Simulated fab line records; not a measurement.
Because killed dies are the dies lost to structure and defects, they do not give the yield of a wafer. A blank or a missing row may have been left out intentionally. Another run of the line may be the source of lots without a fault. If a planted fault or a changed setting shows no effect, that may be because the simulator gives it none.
fab line records ; flow sky130 ; part 1 of 2: steps 1 to 43 of 44
[record] lots = 6; wafers = 18; last_day = 50
route steps=708 shown VIA2@527 METAL3@532 CAPM@537 PAD_OPEN@708
lots with no fault: from the same line, run without faults
start_h: hours from the record's first day to the start of the lot's first wafer shown ; wait_h: hours since the lot's step before ; " as in the row above ; L1.1+2: a row that stands for several wafers ; - no value, or no start was given ; * or withheld: withheld ; < > ~ a bound
route shown NAME@n: a module of which the file shows steps, and the number in the route of the first ; usual: mean and standard deviation over wafers with no fault ; same: alike in all rows ; chamber/n: place in a boat ; sites: the reading at each site ; _std_site: the standard deviation of these ; _edge_site: outer sites' mean less inner sites' ; radius_mm: for every site, how far away it sits from the centre of the wafer ; mask NAME#n: copy n ; behind: the last tool/chamber to shape the wafer ; hold: the reason the lot was held/the length of the hold in hours/how it ended ; device: which transistor (n, p or np) failed to switch ; end of line: the tests these same wafers got at the end of their route ; where a step has no rows: the recipe by itself ; killed: dies that structure and defects cost at the first sort, which is not the same as the wafer's yield ; map: a wafer's dies, x killed, . not, _ none there
set.NAME: the setting as run; set.NAME@STEP: as run at that earlier step ; model.NAME: the simulator's own value behind a step, which no gauge read
lots at some steps of the route; a table a step, a row a wafer
services: a tool's chamber out of use, with start hour (start_h, from the record's first day; less than 0 if before it), hours out, and reason
[[steps]]
[step SKY_VIA2_SPUTTER_20]
[recipe] material = TiN; target_thk_nm = 20; chamber_pressure_pa = 5; power_w = 4000; time_s = 80
[usual] throttle_valve_pct = 30.1/0.65
lot.wafer;tool;chamber;start_h;wait_h;throttle_valve_pct
L560.2;pvd_sputter-04;-;866.79;0.0;29.6
L560.3;pvd_sputter-04;-;866.79;0.0;30.1
L560.6;pvd_sputter-04;-;866.79;0.0;29.8
L563.1;pvd_sputter-04;-;896.66;0.0;30.5
L563.3;pvd_sputter-04;-;896.66;0.0;30.0
L563.5;pvd_sputter-04;-;896.66;0.0;29.8
L566.1;pvd_sputter-04;-;919.41;0.0;29.7
L566.2;pvd_sputter-04;-;919.41;0.0;30.0
L566.5;pvd_sputter-04;-;919.41;0.0;30.1
L577.2;pvd_sputter-01;-;988.45;0.0;30.2
L577.4;pvd_sputter-01;-;988.45;0.0;28.2
L577.5;pvd_sputter-01;-;988.45;0.0;28.2
L578.1;pvd_sputter-04;-;990.76;0.0;30.0
L578.4;pvd_sputter-04;-;990.76;0.0;30.1
L578.5;pvd_sputter-04;-;990.76;0.0;30.3
L581.1;pvd_sputter-04;-;1011.62;0.0;30.1
L581.4;pvd_sputter-04;-;1011.62;0.0;29.7
L581.6;pvd_sputter-04;-;1011.62;0.0;29.8
[step SKY_VIA2_CVD_21]
[recipe] material = W; target_thk_nm = 420; time_s = 126.4; temp_c = 400; pressure_torr = 40
[usual] heater_power_w = 838/68
lot.wafer;tool;chamber;start_h;wait_h;heater_power_w
L560.2;cvd_w-01;0;866.85;0.0;825
L560.3;cvd_w-01;0;866.85;0.0;827
L560.6;cvd_w-01;0;866.85;0.0;834
L563.1;cvd_w-01;1;896.72;0.0;915
L563.3;cvd_w-01;1;896.72;0.0;904
L563.5;cvd_w-01;0;896.72;0.0;821
L566.1;cvd_w-02;1;919.47;0.0;877
L566.2;cvd_w-02;0;919.47;0.0;738
L566.5;cvd_w-02;1;919.47;0.0;867
L577.2;cvd_w-01;1;988.51;0.0;942
L577.4;cvd_w-01;0;988.51;0.0;835
L577.5;cvd_w-01;1;988.51;0.0;949
L578.1;cvd_w-02;1;990.82;0.0;901
L578.4;cvd_w-02;0;990.82;0.0;729
L578.5;cvd_w-02;0;990.82;0.0;741
L581.1;cvd_w-02;0;1011.68;0.0;734
L581.4;cvd_w-02;0;1011.68;0.0;737
L581.6;cvd_w-02;1;1011.68;0.0;880
[step SKY_VIA2_RS_MEAS_22]
[recipe] thk_meas_gauge = four-point-probe; reads = W_of_VIA2_CVD_21+TiN_of_VIA2_SPUTTER_20
[usual] VIA2_W_RS = 0.269/0.0049
lot.wafer;tool;chamber;start_h;wait_h;VIA2_W_RS[ohm/sq]
L560.2;film_metro-02;-;867.00;0.1;0.269
L560.3;film_metro-02;-;867.00;0.1;0.267
L560.6;film_metro-02;-;867.00;0.1;0.269
L563.1;film_metro-02;-;896.85;0.1;0.275
L563.3;film_metro-02;-;896.85;0.1;0.274
L563.5;film_metro-02;-;896.85;0.1;0.269
L566.1;film_metro-03;-;919.60;0.1;0.261
L566.2;film_metro-03;-;919.60;0.1;0.272
L566.5;film_metro-03;-;919.60;0.1;0.261
L577.2;film_metro-02;-;988.66;0.1;0.272
L577.4;film_metro-02;-;988.66;0.1;0.269
L577.5;film_metro-02;-;988.66;0.1;0.273
L578.1;film_metro-01;-;990.95;0.1;0.261
L578.4;film_metro-01;-;990.95;0.1;0.271
L578.5;film_metro-01;-;990.95;0.1;0.273
L581.1;film_metro-01;-;1011.81;0.1;0.270
L581.4;film_metro-01;-;1011.81;0.1;0.267
L581.6;film_metro-01;-;1011.81;0.1;0.263
[step SKY_VIA2_THK_MEAS_23]
[recipe] thk_meas_gauge = xrf; reads = W_of_VIA2_CVD_21
[usual] VIA2_W_THK = 418/8
lot.wafer;tool;chamber;start_h;wait_h;VIA2_W_THK[nm]
L560.2;film_metro-02;-;867.11;0.1;423
L560.3;film_metro-02;-;867.11;0.1;422
L560.6;film_metro-02;-;867.11;0.1;420
L563.1;film_metro-02;-;896.97;0.1;410
L563.3;film_metro-02;-;896.97;0.1;411
L563.5;film_metro-02;-;896.97;0.1;420
L566.1;film_metro-03;-;919.72;0.1;426
L566.2;film_metro-03;-;919.72;0.1;411
L566.5;film_metro-03;-;919.72;0.1;427
L577.2;film_metro-02;-;988.77;0.1;419
L577.4;film_metro-02;-;988.77;0.1;424
L577.5;film_metro-02;-;988.77;0.1;418
L578.1;film_metro-01;-;991.07;0.1;433
L578.4;film_metro-01;-;991.07;0.1;419
L578.5;film_metro-01;-;991.07;0.1;418
L581.1;film_metro-01;-;1011.93;0.1;419
L581.4;film_metro-01;-;1011.93;0.1;424
L581.6;film_metro-01;-;1011.93;0.1;432
[step SKY_VIA2_CMP_24]
[recipe] stop_on = SiO2; t_overpolish_s = 20; down_force_psi = 3.5; platen_rpm = 60; target_thk_nm = 0; pad_velocity_m_s = 0.94248
[step SKY_METAL3_SPUTTER_00]
[recipe] material = Ti; target_thk_nm = 15; power_w = 3000; time_s = 10; chamber_pressure_pa = 0.4
[step SKY_METAL3_SPUTTER_01]
[recipe] material = TiN; target_thk_nm = 20; power_w = 6500; time_s = 16.7; chamber_pressure_pa = 0.4
[usual] throttle_valve_pct = 30.1/0.8
lot.wafer;tool;chamber;start_h;wait_h;throttle_valve_pct
L560.2;pvd_sputter-03;-;867.48;0.0;31.6
L560.3;pvd_sputter-03;-;867.48;0.0;30.5
L560.6;pvd_sputter-03;-;867.48;0.0;30.7
L563.1;pvd_sputter-02;-;897.35;0.0;30.7
L563.3;pvd_sputter-02;-;897.35;0.0;29.2
L563.5;pvd_sputter-02;-;897.35;0.0;29.7
L566.1;pvd_sputter-01;-;920.11;0.0;29.8
L566.2;pvd_sputter-01;-;920.11;0.0;30.3
L566.5;pvd_sputter-01;-;920.11;0.0;30.1
L577.2;pvd_sputter-02;-;989.14;0.0;29.4
L577.4;pvd_sputter-02;-;989.14;0.0;29.9
L577.5;pvd_sputter-02;-;989.14;0.0;29.7
L578.1;pvd_sputter-01;-;991.45;0.0;29.8
L578.4;pvd_sputter-01;-;991.45;0.0;30.2
L578.5;pvd_sputter-01;-;991.45;0.0;30.2
L581.1;pvd_sputter-01;-;1012.31;0.0;30.0
L581.4;pvd_sputter-01;-;1012.31;0.0;29.9
L581.6;pvd_sputter-01;-;1012.31;0.0;30.1
[step SKY_METAL3_SPUTTER_02]
[recipe] material = AlCu; target_thk_nm = 735; power_w = 10600; time_s = 39.1; chamber_pressure_pa = 0.4
[step SKY_METAL3_SPUTTER_03]
[recipe] material = Ti; target_thk_nm = 5; power_w = 3000; time_s = 3.3; chamber_pressure_pa = 0.4
[usual] throttle_valve_pct = 30.2/0.79
lot.wafer;tool;chamber;start_h;wait_h;throttle_valve_pct
L560.2;pvd_sputter-03;-;867.54;0.0;31.2
L560.3;pvd_sputter-03;-;867.54;0.0;30.7
L560.6;pvd_sputter-03;-;867.54;0.0;30.9
L563.1;pvd_sputter-02;-;897.41;0.0;30.6
L563.3;pvd_sputter-02;-;897.41;0.0;29.5
L563.5;pvd_sputter-02;-;897.41;0.0;30.1
L566.1;pvd_sputter-01;-;920.17;0.0;29.9
L566.2;pvd_sputter-01;-;920.17;0.0;30.3
L566.5;pvd_sputter-01;-;920.17;0.0;29.9
L577.2;pvd_sputter-02;-;989.21;0.0;29.1
L577.4;pvd_sputter-02;-;989.21;0.0;29.9
L577.5;pvd_sputter-02;-;989.21;0.0;29.6
L578.1;pvd_sputter-01;-;991.51;0.0;29.7
L578.4;pvd_sputter-01;-;991.51;0.0;30.3
L578.5;pvd_sputter-01;-;991.51;0.0;30.1
L581.1;pvd_sputter-01;-;1012.38;0.0;30.1
L581.4;pvd_sputter-01;-;1012.38;0.0;30.1
L581.6;pvd_sputter-01;-;1012.38;0.0;30.0
[step SKY_METAL3_SPUTTER_04]
[recipe] material = TiN; target_thk_nm = 70; power_w = 6500; time_s = 58.3; chamber_pressure_pa = 0.4
[step SKY_CAPM_CVD_00]
[recipe] material = SiO2; target_thk_nm = 15.5; temp_c = 400; time_s = withheld; rf_w = 450
[usual] heater_power_w = 697/100; rf_fwd_power_W = 441.0/2.3
lot.wafer;tool;chamber;start_h;wait_h;heater_power_w;rf_fwd_power_W
L560.2;pecvd-02;0;867.61;0.0;625;445.8
L560.3;pecvd-02;1;867.61;0.0;733;439.9
L560.6;pecvd-02;1;867.61;0.0;708;440.8
L563.1;pecvd-03;2;897.48;0.0;707;443.5
L563.3;pecvd-03;0;897.48;0.0;629;438.1
L563.5;pecvd-03;2;897.48;0.0;707;444.9
L566.1;pecvd-03;1;920.24;0.0;973;438.5
L566.2;pecvd-03;2;920.24;0.0;665;443.1
L566.5;pecvd-03;1;920.24;0.0;1002;437.3
L577.2;pecvd-02;2;989.27;0.0;753;442.3
L577.4;pecvd-02;1;989.27;0.0;744;440.6
L577.5;pecvd-02;2;989.27;0.0;751;441.9
L578.1;pecvd-04;0;991.58;0.0;833;439.2
L578.4;pecvd-04;1;991.58;0.0;609;442.5
L578.5;pecvd-04;2;991.58;0.0;620;440.2
L581.1;pecvd-02;2;1012.44;0.0;715;441.6
L581.4;pecvd-02;0;1012.44;0.0;659;444.6
L581.6;pecvd-02;2;1012.44;0.0;703;439.6
[step SKY_CAPM_THK_MEAS_01]
[recipe] reads = SiO2_of_CAPM_CVD_00
[usual] CAPM_CVD_00_THK = 15.47/0.28
lot.wafer;tool;chamber;start_h;wait_h;CAPM_CVD_00_THK[nm]
L560.2;film_metro-04;-;867.64;-;15.29
L560.3;film_metro-04;-;867.64;-;15.46
L560.6;film_metro-04;-;867.64;-;15.69
L563.1;film_metro-01;-;897.50;-;15.44
L563.3;film_metro-01;-;897.50;-;15.42
L563.5;film_metro-01;-;897.50;-;15.13
L566.1;film_metro-04;-;920.26;-;15.38
L566.2;film_metro-04;-;920.26;-;15.00
L566.5;film_metro-04;-;920.26;-;15.89
L577.2;film_metro-03;-;989.30;-;15.26
L577.4;film_metro-03;-;989.30;-;15.73
L577.5;film_metro-03;-;989.30;-;15.69
L578.1;film_metro-01;-;991.60;-;15.22
L578.4;film_metro-01;-;991.60;-;15.52
L578.5;film_metro-01;-;991.60;-;15.36
L581.1;film_metro-04;-;1012.47;-;15.21
L581.4;film_metro-04;-;1012.47;-;16.09
L581.6;film_metro-04;-;1012.47;-;15.69
[step SKY_CAPM_SPUTTER_02]
[recipe] material = TiN; target_thk_nm = 200; temp_c = 300; power_w = 6500; time_s = 166.7; chamber_pressure_pa = 0.4
[usual] throttle_valve_pct = 29.9/0.43
lot.wafer;tool;chamber;start_h;wait_h;throttle_valve_pct;model.TiN_of_CAPM_SPUTTER_02.thk_nm
L560.2;pvd_sputter-04;-;867.69;0.0;30.1;200.9
L560.3;pvd_sputter-04;-;867.69;0.0;29.9;199.2
L560.6;pvd_sputter-04;-;867.69;0.0;30.1;198.2
L563.1;pvd_sputter-04;-;897.56;0.1;29.8;201
L563.3;pvd_sputter-04;-;897.56;0.1;30.3;249.1
L563.5;pvd_sputter-04;-;897.56;0.1;30.4;202.4
L566.1;pvd_sputter-04;-;920.32;0.1;29.8;199.2
L566.2;pvd_sputter-04;-;920.32;0.1;29.9;201.6
L566.5;pvd_sputter-04;-;920.32;0.1;30.3;247.4
L577.2;pvd_sputter-04;-;989.35;0.0;29.6;201.2
L577.4;pvd_sputter-04;-;989.35;0.0;30.0;204.2
L577.5;pvd_sputter-04;-;989.35;0.0;29.9;202.7
L578.1;pvd_sputter-04;-;991.66;0.1;30.0;200.3
L578.4;pvd_sputter-04;-;991.66;0.1;30.0;200.6
L578.5;pvd_sputter-04;-;991.66;0.1;30.4;199.8
L581.1;pvd_sputter-02;-;1012.53;0.1;29.2;199.5
L581.4;pvd_sputter-02;-;1012.53;0.1;30.7;200.3
L581.6;pvd_sputter-02;-;1012.53;0.1;29.3;200.9
[step SKY_CAPM_RS_MEAS_03]
[recipe] thk_meas_gauge = four-point-probe; reads = TiN_of_CAPM_SPUTTER_02
[usual] CAPM_TIN_RS = 6.87/0.08
lot.wafer;tool;chamber;start_h;wait_h;CAPM_TIN_RS[ohm/sq]
L560.2;film_metro-03;-;867.82;0.1;6.87
L560.3;film_metro-03;-;867.82;0.1;6.92
L560.6;film_metro-03;-;867.82;0.1;6.98
L563.1;film_metro-01;-;897.67;0.1;6.88
L563.3;film_metro-01;-;897.67;0.1;5.51
L563.5;film_metro-01;-;897.67;0.1;6.81
L566.1;film_metro-03;-;920.43;0.1;6.92
L566.2;film_metro-03;-;920.43;0.1;6.84
L566.5;film_metro-03;-;920.43;0.1;5.56
L577.2;film_metro-04;-;989.48;0.1;6.88
L577.4;film_metro-04;-;989.48;0.1;6.77
L577.5;film_metro-04;-;989.48;0.1;6.83
L578.1;film_metro-04;-;991.77;0.1;6.91
L578.4;film_metro-04;-;991.77;0.1;6.91
L578.5;film_metro-04;-;991.77;0.1;6.95
L581.1;film_metro-03;-;1012.64;0.1;6.91
L581.4;film_metro-03;-;1012.64;0.1;6.88
L581.6;film_metro-03;-;1012.64;0.1;6.85
[step SKY_CAPM_THK_MEAS_04]
[recipe] thk_meas_gauge = xrf; reads = TiN_of_CAPM_SPUTTER_02
[usual] CAPM_TIN_THK = 201.5/2.6
lot.wafer;tool;chamber;start_h;wait_h;CAPM_TIN_THK[nm]
L560.2;film_metro-03;-;867.93;0.1;201.3
L560.3;film_metro-03;-;867.93;0.1;199.7
L560.6;film_metro-03;-;867.93;0.1;199.1
L563.1;film_metro-01;-;897.79;0.1;201.4
L563.3;film_metro-01;-;897.79;0.1;250.3
L563.5;film_metro-01;-;897.79;0.1;204.2
L566.1;film_metro-03;-;920.55;0.1;199.8
L566.2;film_metro-03;-;920.55;0.1;202.4
L566.5;film_metro-03;-;920.55;0.1;249.4
L577.2;film_metro-04;-;989.59;0.1;200.9
L577.4;film_metro-04;-;989.59;0.1;204.0
L577.5;film_metro-04;-;989.59;0.1;201.6
L578.1;film_metro-04;-;991.89;0.1;199.9
L578.4;film_metro-04;-;991.89;0.1;200.8
L578.5;film_metro-04;-;991.89;0.1;199.6
L581.1;film_metro-03;-;1012.76;0.1;199.7
L581.4;film_metro-03;-;1012.76;0.1;200.7
L581.6;film_metro-03;-;1012.76;0.1;202.0
[step SKY_CAPM_DEHYDRATE_05]
[recipe] temp_c = 200; time_s = 60
[step SKY_CAPM_HMDS_06]
[recipe] prime_time_s = 60; prime_temp_c = 120
[step SKY_CAPM_COAT_07]
[recipe] resist = NOVOLAK; spin_rpm = 3000; resist_thk_nm = 1140
[step SKY_CAPM_SOFTBAKE_08]
[recipe] temp_c = 90; time_s = 60; resist = NOVOLAK
[step SKY_CAPM_EXPOSE_09]
[recipe] mask_id = CAPM; na = 0.6; source_shape = conventional; sigma_outer = 0.6; polarization = unpolarized; target_cd_nm = 1000; dose_mj = 159
[step SKY_CAPM_PEB_10]
[recipe] temp_c = withheld; time_s = *; resist = NOVOLAK
[step SKY_CAPM_DEVELOP_11]
[recipe] resist = NOVOLAK; developer = TMAH; develop_time_s = 60; dev_temp_c = 23
[step SKY_CAPM_OVL_MEAS_12]
[usual] CAPM_OVL = -0.2/1.6
lot.wafer;tool;chamber;start_h;wait_h;CAPM_OVL[nm]
L560.2;overlay-02;-;893.53;0.1;-1.2
L560.3;overlay-02;-;893.53;0.1;-1.4
L560.6;overlay-02;-;893.53;0.1;1.3
L563.1;overlay-02;-;922.18;0.1;0.2
L563.3;overlay-02;-;922.18;0.1;-0.6
L563.5;overlay-02;-;922.18;0.1;0.0
L566.1;overlay-01;-;944.79;0.1;1.4
L566.2;overlay-01;-;944.79;0.1;0.7
L566.5;overlay-01;-;944.79;0.1;-1.0
L577.2;overlay-02;-;1012.53;0.1;0.2
L577.4;overlay-02;-;1012.53;0.1;1.6
L577.5;overlay-02;-;1012.53;0.1;-0.5
L578.1;overlay-01;-;1014.63;0.1;0.9
L578.4;overlay-01;-;1014.63;0.1;2.9
L578.5;overlay-01;-;1014.63;0.1;0.5
L581.1;overlay-02;-;1035.14;0.1;0.7
L581.4;overlay-02;-;1035.14;0.1;1.4
L581.6;overlay-02;-;1035.14;0.1;-0.1
[step SKY_CAPM_METAL_ETCH_13]
[recipe] target_depth_nm = 220; stop_on = SiO2; chemistry = Cl2/BCl3; target = TiN; pressure_mtorr = 10; icp_w = 918.5; bias_w = 48.5; Cl2_flow_sccm = 60; bcl3_flow_sccm = 30; time_s = 62.9
[usual] bcl3_flow_sccm = 30.00/0.081; chamber_pressure_mTorr = 10.000/0.0096; drypump_motor_current_A = 6.0/0.48; oes_product_au = 0.944/0.0077; rf_fwd_power_W = 910/3.4; throttle_valve_pct = 21.900/0.01
lot.wafer;tool;chamber;start_h;wait_h;bcl3_flow_sccm;chamber_pressure_mTorr;drypump_motor_current_A;oes_product_au;rf_fwd_power_W;rf_hours_counter_h;throttle_valve_pct
L560.2;rie_metal-04;1;893.56;0.0;30.11;9.992;6.2;0.949;909;7;21.890
L560.3;rie_metal-04;1;893.56;0.0;29.96;9.997;6.2;0.939;905;-;21.907
L560.6;rie_metal-04;1;893.56;0.0;30.07;10.005;6.2;0.933;910;-;21.909
L563.1;rie_metal-03;0;922.21;0.0;30.01;10.003;6.4;0.946;912;7;21.908
L563.3;rie_metal-03;0;922.21;0.0;30.06;10.001;6.4;1.017;910;-;21.845
L563.5;rie_metal-03;0;922.21;0.0;29.90;9.996;6.4;0.954;910;-;21.902
L566.1;rie_metal-01;0;944.83;0.0;29.99;9.993;5.4;0.937;905;11;21.907
L566.2;rie_metal-01;1;944.83;0.0;30.04;10.002;6.6;0.948;911;5;21.893
L566.5;rie_metal-01;1;944.83;0.0;30.00;10.007;6.6;1.019;912;-;21.857
L577.2;rie_metal-03;1;1012.56;0.0;30.01;10.007;5.0;0.950;913;11;21.894
L577.4;rie_metal-03;1;1012.56;0.0;30.22;10.001;5.0;0.957;914;-;21.883
L577.5;rie_metal-03;0;1012.56;0.0;30.03;10.012;6.4;0.954;910;-;21.888
L578.1;rie_metal-04;0;1014.66;0.0;29.95;9.998;6.0;0.940;913;15;21.912
L578.4;rie_metal-04;1;1014.66;0.0;29.88;9.985;6.2;0.950;908;-;21.892
L578.5;rie_metal-04;1;1014.66;0.0;29.87;10.007;6.2;0.948;915;-;21.911
L581.1;rie_metal-04;0;1035.18;0.0;30.08;10.014;6.0;0.941;911;16;21.912
L581.4;rie_metal-04;0;1035.18;0.0;30.06;9.988;6.1;0.938;911;-;21.900
L581.6;rie_metal-04;0;1035.18;0.0;30.13;10.006;6.1;0.941;909;-;21.881
[step SKY_CAPM_STRIP_14]
[recipe] chemistry = O2/N2; power_w = 1400; pressure_mtorr = 1500; platen_temp_c = withheld; o2_flow_sccm = 3000; n2_flow_sccm = 300; overash_fraction = 0.5
[step SKY_CAPM_STRIP_15]
[recipe] chemistry = post_etch_residue_remover; time_s = 1200; temp_c = 72.5
[step SKY_CAPM_CLEAN_16]
[recipe] chemistry = IPA; time_s = 180; temp_c = 25
[step SKY_CAPM_CLEAN_17]
[recipe] chemistry = O3/DIW; dry = n2_spin
[step SKY_METAL3_DEHYDRATE_05]
[recipe] temp_c = 200; time_s = 60
[step SKY_METAL3_HMDS_06]
[recipe] prime_time_s = 60; prime_temp_c = 120
[step SKY_METAL3_COAT_07]
[recipe] resist = BARC; temp_c = withheld; time_s = withheld; spin_rpm = 3000; resist_thk_nm = 60
[step SKY_METAL3_COAT_08]
[recipe] resist = KrF-thick; spin_rpm = 3000; resist_thk_nm = 1140
[step SKY_METAL3_SOFTBAKE_09]
[recipe] temp_c = 100; time_s = 90; resist = KrF-thick
[step SKY_METAL3_EXPOSE_10]
[recipe] mask_id = MM3; na = 0.68; source_shape = annular; sigma_inner = 0.4; sigma_outer = 0.8; target_cd_nm = 300; dose_mj = 28
[step SKY_METAL3_PEB_11]
[recipe] peb_temp_c = withheld; peb_time_s = withheld; resist = KrF-thick
[step SKY_METAL3_DEVELOP_12]
[recipe] develop_time_s = 60; resist = KrF-thick; dev_temp_c = 19.95
[step SKY_METAL3_CD_MEAS_13]
[recipe] target_cd_nm = 300
[usual] cd_nm = 299.9/1.7
lot.wafer;tool;chamber;start_h;wait_h;cd_nm
L560.2;cd_sem-02;-;918.75;-;299.6
L560.3;cd_sem-02;-;918.75;-;298.3
L560.6;cd_sem-02;-;918.75;-;299.9
L563.1;cd_sem-01;-;947.55;-;301.4
L563.3;cd_sem-01;-;947.55;-;301.4
L563.5;cd_sem-01;-;947.55;-;301.0
L566.1;cd_sem-01;-;969.23;-;299.9
L566.2;cd_sem-01;-;969.23;-;300.2
L566.5;cd_sem-01;-;969.23;-;298.3
L577.2;cd_sem-02;-;1035.79;-;299.8
L577.4;cd_sem-02;-;1035.79;-;302.8
L577.5;cd_sem-02;-;1035.79;-;302.0
L578.1;cd_sem-02;-;1037.22;-;296.1
L578.4;cd_sem-02;-;1037.22;-;295.4
L578.5;cd_sem-02;-;1037.22;-;296.3
L581.1;cd_sem-01;-;1057.48;-;299.9
L581.4;cd_sem-01;-;1057.48;-;300.0
L581.6;cd_sem-01;-;1057.48;-;298.4
[step SKY_METAL3_OVL_MEAS_14]
[usual] METAL3_OVL = 0/4.9
lot.wafer;tool;chamber;start_h;wait_h;METAL3_OVL[nm]
L560.2;overlay-02;-;918.85;0.1;-6
L560.3;overlay-02;-;918.85;0.1;-1
L560.6;overlay-02;-;918.85;0.1;-3
L563.1;overlay-02;-;947.67;0.1;-5
L563.3;overlay-02;-;947.67;0.1;2
L563.5;overlay-02;-;947.67;0.1;1
L566.1;overlay-01;-;969.35;0.1;1
L566.2;overlay-01;-;969.35;0.1;-5
L566.5;overlay-01;-;969.35;0.1;0
L577.2;overlay-02;-;1035.89;0.1;3
L577.4;overlay-02;-;1035.89;0.1;1
L577.5;overlay-02;-;1035.89;0.1;2
L578.1;overlay-02;-;1037.34;0.1;-5
L578.4;overlay-02;-;1037.34;0.1;0
L578.5;overlay-02;-;1037.34;0.1;2
L581.1;overlay-01;-;1057.60;0.1;0
L581.4;overlay-01;-;1057.60;0.1;0
L581.6;overlay-01;-;1057.60;0.1;4
[step SKY_METAL3_DESCUM_15]
[recipe] chemistry = O2; source_power_w = 150; bias_power_w = 0; pressure_mtorr = 10; temp_c = 40; time_s = 8
[step SKY_METAL3_ETCH_16]
[recipe] chemistry = N2/H2; target = BARC; ion_energy_ev = 200; bias_w = 100; pressure_mtorr = 30; n2_flow_sccm = 100; h2_flow_sccm = 200; icp_w = 500; stop_on = SiO2; time_s = 88.2; target_depth_a = 600
[step SKY_METAL3_ETCH_17]
[recipe] target = SiO2; stop_on = TiN; chemistry = C4F8/O2/Ar; source_w = 1500; bias_w = 1200; pressure_mtorr = 40; c4f8_flow_sccm = withheld; O2_flow_sccm = 6; Ar_flow_sccm = 300; time_s = 3.9; target_depth_a = 150
[step SKY_METAL3_METAL_ETCH_18]
[recipe] target_depth_a = 8450; stop_on = SiO2; over_etch_frac = 0.3; time_s = 183.1; chemistry = Cl2/BCl3; resist_sidewall_deg = 88; pressure_mtorr = 10; icp_w = 900; bias_w = 48.5; Cl2_flow_sccm = 60; bcl3_flow_sccm = 30
[step SKY_METAL3_STRIP_20]
[recipe] chemistry = post_etch_residue_remover; time_s = 1200; temp_c = 72.5
[usual] temp_c = 72.50/0.14
lot.wafer;tool;chamber;start_h;wait_h;temp_c;model.TiN_of_CAPM_SPUTTER_02.thk_nm
L560.2;wet_bench-04;2;919.31;0.1;72.35;200
L560.3;wet_bench-04;2;919.31;0.1;72.43;198.4
L560.6;wet_bench-04;2;919.31;0.1;72.45;197.4
L563.1;wet_bench-03;3;948.14;0.1;72.47;200.1
L563.3;wet_bench-03;3;948.14;0.1;72.50;248.3
L563.5;wet_bench-03;3;948.14;0.1;72.55;201.6
L566.1;wet_bench-03;1;969.81;0.1;72.47;198.4
L566.2;wet_bench-03;1;969.81;0.1;72.52;200.8
L566.5;wet_bench-03;1;969.81;0.1;72.50;246.6
L577.2;wet_bench-04;3;1036.35;0.1;72.62;200.4
L577.4;wet_bench-04;3;1036.35;0.1;72.67;203.3
L577.5;wet_bench-04;3;1036.35;0.1;72.40;201.9
L578.1;wet_bench-01;2;1037.80;0.1;72.29;199.5
L578.4;wet_bench-01;2;1037.80;0.1;72.39;199.7
L578.5;wet_bench-01;2;1037.80;0.1;72.39;198.9
L581.1;wet_bench-03;3;1058.06;0.1;72.50;198.7
L581.4;wet_bench-03;3;1058.06;0.1;72.58;199.5
L581.6;wet_bench-03;3;1058.06;0.1;72.47;200.1
[[key]]
[first_sign] step = SKY_CAPM_RS_MEAS_03; reading = CAPM_TIN_RS; direction = down; sigmas = 17; usual = 6.87; struck = 5.54
[effect] step = SKY_CAPM_THK_MEAS_04; reading = CAPM_TIN_THK; direction = up; sigmas = 19; usual = 201.5; struck = 249.8
[effect] step = SKY_CAPM_METAL_ETCH_13; reading = oes_product_au; direction = up; sigmas = 9.6; usual = 0.944; struck = 1.018
[model_effect] step = SKY_CAPM_SPUTTER_02; value = TiN_of_CAPM_SPUTTER_02.thk_nm; without = 200.1; struck = 248.3
[model_effect] step = SKY_METAL3_STRIP_20; value = TiN_of_CAPM_SPUTTER_02.thk_nm; without = 199.3; struck = 247.4
[model_effect] step = SKY_PAD_OPEN_PROBE_99; value = etest.tester.sort_n_pass; without = 399.5; struck = 0
met_at SKY_CAPM_SPUTTER_02
struck_wafers L563.3,L566.5
onset_between 867.69 897.56
[fault] kind = process_parameter_drift; tool = pvd_sputter-04; chamber = -; onset_h = 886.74; steps = SKY_CAPM_SPUTTER_02; channel = target_thk_nm; offset = 48.138; shape = step; end_h = 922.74; acts_in = these_recipes_only; stated = 200; scope = struck_wafers_only
